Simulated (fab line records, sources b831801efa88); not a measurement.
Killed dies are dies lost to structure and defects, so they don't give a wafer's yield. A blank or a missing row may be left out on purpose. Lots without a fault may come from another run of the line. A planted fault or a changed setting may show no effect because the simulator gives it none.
A struck lot beside a sound one | flow sky130 | 22 steps out of a route of 708
Sound: wafers L415.1, L415.4, L415.6. Struck: wafers L420.4, L420.5, L420.6. The cause comes at the end.
At each step with rows: each side's tool, then ch and its chambers, then its first start. Under that, the readings that differ: sound wafers | struck wafers | difference of the means | sigmas: that difference in standard deviations of wafers without a fault.
alike: readings whose means differ by less than 2 such deviations, and words and numbers that are the same on both sides. not compared: withheld readings, readings that some wafer has no value for, bounds like >300 that may hide the same value, and numbers for which the record gives no deviation and whose values overlap.
The two part at a step that has a row with sigmas, a row that says differs or no value, or rows on one side only. Numbers that don't overlap but have no deviation are shown without sigmas and don't part them. A reading that every wafer of one side lacks parts them only if that side has two wafers or more.

first, 2 steps without rows for these wafers: SKY_RES_PROTECT_DEVELOP_06 (develop time 60 s); SKY_POLY_GATE_IMPLANT_02.
SKY_RES_PROTECT_STRIP_07: strips in O2/N2.
  sound on plasma_asher-03 ch 0,1, day 16 04:02; struck on plasma_asher-01 ch 0,1, day 17 19:29
  alike: drypump_motor_current_A, oes_product_au, strip_time_to_endpoint_s
  not compared: rf_hours_counter_h
SKY_RES_PROTECT_TW_MEAS_08:
  sound on film_metro-02, day 16 04:08; struck on film_metro-01, day 17 19:35
  reading      | sound          | struck         | difference | sigmas
  POLY_GATE_TW | 3966 3989 3993 | 4071 4060 4059 | +81        | +2
then, 2 steps without rows for these wafers: SKY_RES_PROTECT_CLEAN_09 (cleans in SC1/SC2, time 150 s); SKY_POLY_GATE_CVD_03 (deposits Si3N4 from DCS/NH3, target thk 75 nm, time 1290 s).
SKY_POLY_GATE_THK_MEAS_04:
  sound on film_metro-01, day 16 08:13; struck on film_metro-03, day 17 23:14
  alike: POLY_GATE_CVD_03_THK
then, 5 steps without rows for these wafers: SKY_POLY_GATE_DEHYDRATE_05 (time 60 s); SKY_POLY_GATE_HMDS_06 (prime time 60 s); SKY_POLY_GATE_COAT_07 (resist thk 110 nm); SKY_POLY_GATE_COAT_08 (resist thk 450 nm); SKY_POLY_GATE_SOFTBAKE_09 (time 90 s).
SKY_POLY_GATE_EXPOSE_10: exposes mask P1M, target cd 150 nm.
  sound on krf_scanner-02 ch 0, day 16 22:21; struck on krf_scanner-01 ch 0, day 18 13:52
  reading              | sound             | struck            | difference | sigmas
  exposure_dose_mJ_cm2 | 27.96 27.93 27.97 | 31.42 31.38 31.32 | +3.42      | +99 or more
  alike: mask
then, 2 steps without rows for these wafers: SKY_POLY_GATE_PEB_11; SKY_POLY_GATE_DEVELOP_12 (develop time 60 s).
SKY_POLY_GATE_CD_MEAS_13: target cd 150 nm.
  sound on cd_sem-01, day 17 12:45; struck on cd_sem-01, day 19 05:16
  reading    | sound             | struck            | difference | sigmas
  cd_nm (nm) | 150.7 149.9 150.0 | 128.6 127.7 127.5 | -22.3      | -14
SKY_POLY_GATE_OVL_MEAS_14:
  sound on overlay-01, day 17 12:52; struck on overlay-01, day 19 05:20
  alike: POLY_GATE_OVL
SKY_POLY_GATE_ETCH_15: etches BARC in N2/H2, stops on SiO2, time 118.5 s, target depth 110 nm.
  sound on rie_diel-01 ch 0,3, day 17 12:55; struck on rie_diel-01 ch 0,3, day 19 05:22
  reading                    | sound             | struck            | difference | sigmas
  model.POLY_GATE.cd_nm (nm) | 148.7 150.5 149.8 | 127.9 126.6 125.8 | -22.9      |
  alike: drypump_motor_current_A, oes_product_au, throttle_valve_pct
  not compared: rf_hours_counter_h
SKY_POLY_GATE_ETCH_16: etches Si3N4 in CH3F/O2, stops on poly-Si, time 147.5 s, target depth 75 nm.
  sound on rie_diel-01 ch 0,3, day 17 12:59; struck on rie_diel-01 ch 0,3, day 19 05:26
  alike: drypump_motor_current_A, oes_product_au, throttle_valve_pct
  not compared: rf_hours_counter_h
SKY_POLY_GATE_ETCH_17: etches poly-Si in HBr/Cl2, stops on SiO2, target depth 180 nm, time 70.5 s.
  sound on rie_si-01 ch 0,2, day 17 13:05; struck on rie_si-02 ch 1,2,3, day 19 05:32
  reading                     | sound             | struck            | difference | sigmas
  drypump_motor_current_A (A) | 4.9 4.8 4.8       | 5.5 6.0 6.0       | +1.0       | +2
  model.POLY_GATE.cd_nm (nm)  | 148.4 150.3 149.4 | 128.1 125.4 125.9 | -22.9      |
  alike: HBr_flow_sccm, he_backside_leak_sccm, oes_product_au, throttle_valve_pct
  not compared: rf_hours_counter_h
SKY_POLY_GATE_STRIP_18: strips in O2/N2.
  sound on plasma_asher-03 ch 0,1, day 17 13:08; struck on plasma_asher-01 ch 0,1, day 19 05:38
  alike: drypump_motor_current_A, oes_product_au, strip_time_to_endpoint_s
  not compared: rf_hours_counter_h
-- the record jumps here: 29 days lie between the struck wafers' starts before and after (it left off in module POLY_GATE and takes up again in module PAD_OPEN, whose first step shown is number 708 of the route) --
SKY_PAD_OPEN_PROBE_99:
  sound on prober-02, day 46 17:22; struck on prober-02, day 47 21:35
  reading                                 | sound             | struck            | difference | sigmas
  killed_at_front_end                     | 23 10 10          | 43 34 49          | +28        | +6
  killed_at_other                         | 2 1 1             | 0 0 0             | -1         | -2
  killed_dies                             | 99 100 78         | 126 110 113       | +24        | +2
  killed_on_rim                           | 23 21 14          | 40 39 35          | +19        | +5
  model.etest.res_xhigh_po.line_ohm_um    | 5639 5817 5776    | 5916 6270 6097    | +350       |
  model.etest.pfet_01v8.r_on_ohm_um       | 2915 2925 2923    | 2555 2462 2510    | -412       |
  model.etest.pfet_g5v0d10v5.r_on_ohm_um  | 4765 4730 4783    | 4531 4489 4511    | -249       |
  model.etest.res_poly.line_ohm_um        | 511.5 506.6 512.2 | 655.2 692.6 689.5 | +169.0     |
  model.etest.nfet_01v8.r_on_ohm_um       | 807.6 812.6 833.8 | 732.7 727.6 731.4 | -87.4      |
  model.etest.nfet_g5v0d10v5.r_on_ohm_um  | 1892 1879 1898    | 1780 1765 1784    | -113       |
  model.etest.sonos_uncharged.r_on_ohm_um | 817 833.8 824.9   | 757.5 744.8 761.7 | -70.6      |
  model.etest.nfet_01v8_lvt.drive_ua_um   | 586.8 579.5 569.4 | 634.9 636.5 629.4 | +55.0      |
  alike: killed_at_M0_to_M3, killed_at_M4_up, killed_at_contacts, killed_open, killed_short

WHERE THEY PART
First at SKY_RES_PROTECT_TW_MEAS_08; last, within this record, at SKY_PAD_OPEN_PROBE_99.

WHY: what the simulator had put in
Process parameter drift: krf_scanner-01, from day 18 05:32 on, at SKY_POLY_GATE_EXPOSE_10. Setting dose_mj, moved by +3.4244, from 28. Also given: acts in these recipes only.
